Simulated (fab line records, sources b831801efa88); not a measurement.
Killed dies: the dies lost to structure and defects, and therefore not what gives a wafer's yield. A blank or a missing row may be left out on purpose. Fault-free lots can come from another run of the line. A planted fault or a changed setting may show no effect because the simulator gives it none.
Chamber matching / flow sky130 / rie-si-02 running SKY_POLY_GATE_ETCH_17: 4 sister chambers
The step etches poly-Si in HBr/Cl2, stops on SiO2, target depth 180 nm, time 70.5 s. 8 wafers are shown with their chamber, then 7 later ones without.

EACH WAFER AND ITS CHAMBER
wafer=L736.5; chamber=2; chamber-pressure-mTorr (mTorr)=10.014; oes-product-au (a.u.)=0.989
wafer=L738.5; chamber=0; chamber-pressure-mTorr (mTorr)=10.002; oes-product-au (a.u.)=0.990
wafer=L738.6; chamber=1; chamber-pressure-mTorr (mTorr)=9.995; oes-product-au (a.u.)=0.978
wafer=L746.1; chamber=2; chamber-pressure-mTorr (mTorr)=10.016; oes-product-au (a.u.)=0.988
wafer=L746.4; chamber=1; chamber-pressure-mTorr (mTorr)=10.001; oes-product-au (a.u.)=0.986
wafer=L746.6; chamber=3; chamber-pressure-mTorr (mTorr)=9.987; oes-product-au (a.u.)=0.993
wafer=L748.1; chamber=3; chamber-pressure-mTorr (mTorr)=9.996; oes-product-au (a.u.)=1.001
wafer=L748.3; chamber=0; chamber-pressure-mTorr (mTorr)=10.014; oes-product-au (a.u.)=0.989

WAFERS WITHOUT THEIR CHAMBER
wafer=L748.4; chamber-pressure-mTorr (mTorr)=10.006; oes-product-au (a.u.)=0.997
wafer=L754.1; chamber-pressure-mTorr (mTorr)=9.993; oes-product-au (a.u.)=0.997
wafer=L754.2; chamber-pressure-mTorr (mTorr)=10.010; oes-product-au (a.u.)=0.993
wafer=L754.4; chamber-pressure-mTorr (mTorr)=9.997; oes-product-au (a.u.)=1.000
wafer=L756.1; chamber-pressure-mTorr (mTorr)=9.989; oes-product-au (a.u.)=0.990
wafer=L756.3; chamber-pressure-mTorr (mTorr)=10.004; oes-product-au (a.u.)=0.985
wafer=L756.5; chamber-pressure-mTorr (mTorr)=9.995; oes-product-au (a.u.)=0.985

WHICH CHAMBER EACH WENT THROUGH
wafer=L748.4; from the rows above=can't be placed: 0 or 3 or 2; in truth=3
wafer=L754.1; from the rows above=3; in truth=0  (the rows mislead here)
wafer=L754.2; from the rows above=can't be placed: 0 or 2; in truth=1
wafer=L754.4; from the rows above=3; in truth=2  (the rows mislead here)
wafer=L756.1; from the rows above=can't be placed: 3 or 1 or 0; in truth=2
wafer=L756.3; from the rows above=can't be placed: 1 or 0 or 2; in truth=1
wafer=L756.5; from the rows above=can't be placed: 1 or 0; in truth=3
0 of 7 placed correctly. From these rows, 5 cannot be placed; in 2 the true chamber is one of the candidates. 2 placed wrongly.
How it was worked out, from the rows above alone: a wafer's distance from a chamber is the root of the sum, over the readings, of the square of ((its reading less the chamber's mean) divided by the reading's scatter). If the next closest chamber is less than 2 further off than the closest, the wafer can't be placed; otherwise it belongs to the closest. Each chamber's mean is taken over the wafers shown for it. How the scatter is found: for the shown wafers, subtract from each reading the mean of its chamber, square and add these, divide the total by (wafers less chambers), then take the root.
